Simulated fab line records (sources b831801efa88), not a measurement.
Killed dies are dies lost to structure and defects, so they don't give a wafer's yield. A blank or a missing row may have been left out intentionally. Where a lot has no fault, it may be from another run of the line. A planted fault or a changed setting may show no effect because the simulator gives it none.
One fault through the eyes of 2 desks	flow sky130	every desk sees just its own numbers, and what lay behind them comes last

## METROLOGY DESK
Means of the sampled wafers that have a number, per lot and without regard to the tool the lot ran on: this is what the gauges read. If a lot's mean is further than 4 standard deviations from the usual mean, the lot is out of limits and carries the mark OUT (the distance appears in the brackets).
Columns: A = cdNm at SKY_METAL3_CD_MEAS_13, usual 299.8 nm; B = METAL3_OVL at SKY_METAL3_OVL_MEAS_14, usual 2 nm
lot	first seen here	A	B
L436	day 41 04:34	299.8	0
L437	day 41 15:59	302.3	3
L446	day 44 04:49	297.1	-0
L451	day 45 15:14	302.5	2
L452	day 45 18:35	299.3	8
This desk's finding: nothing out of limits on any of the 5 lots.

## AT THE TOOL OWNER'S DESK: rieMetal-04
The tool's own readings at SKY_METAL3_ETCH_16 (etches BARC in N2/H2, stops on SiO2, time 88.2 s, target depth 60 nm): means of the sampled wafers that have a number, for each lot that ran on this tool. If a lot's mean is further than 4 standard deviations from the usual mean, the lot is out of limits and carries the mark OUT (the distance appears in the brackets).
Columns: A = drypumpMotorCurrentA at SKY_METAL3_ETCH_16, usual 5.7 A; B = oesProductAu at SKY_METAL3_ETCH_16, usual 0.625 a.u.; C = rfFwdPowerW at SKY_METAL3_ETCH_16, usual 497.1 W; D = runLengthS at SKY_METAL3_ETCH_16, usual 116.4 s; E = throttleValvePct at SKY_METAL3_ETCH_16, usual 13.206 %
lot	first seen here	A	B	C	D	E
L436	day 41 04:44	5.7	0.628	499.2	116.0	13.206
L437	day 41 16:11	5.7	0.626	497.9	116.3	13.203
L446	day 44 05:00	5.8	0.609 (-4.1) OUT	497.6	123.0 (+17) OUT	13.198
This desk's finding: out of limits on L446; first on L446, day 44 05:00 (oesProductAu at SKY_METAL3_ETCH_16). In limits: L436, L437.

## ALL TOGETHER
The tool owner's desk had the chance to raise an alarm at day 44 05:00 on L446.
Nothing out of limits was seen by the metrology desk.
The metrology desk holds a record of L446, inside its limits.
On rieMetal-04, each named lot ran SKY_METAL3_ETCH_16.

## WHAT THE SIMULATOR HAD INSERTED
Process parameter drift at SKY_METAL3_ETCH_16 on rieMetal-04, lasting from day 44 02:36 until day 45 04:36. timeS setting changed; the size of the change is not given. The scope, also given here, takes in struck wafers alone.
Shown lots that were struck: L446.
Time in hours from fault onset to the first out-of-limits reading at each desk: the tool owner's desk, 2.
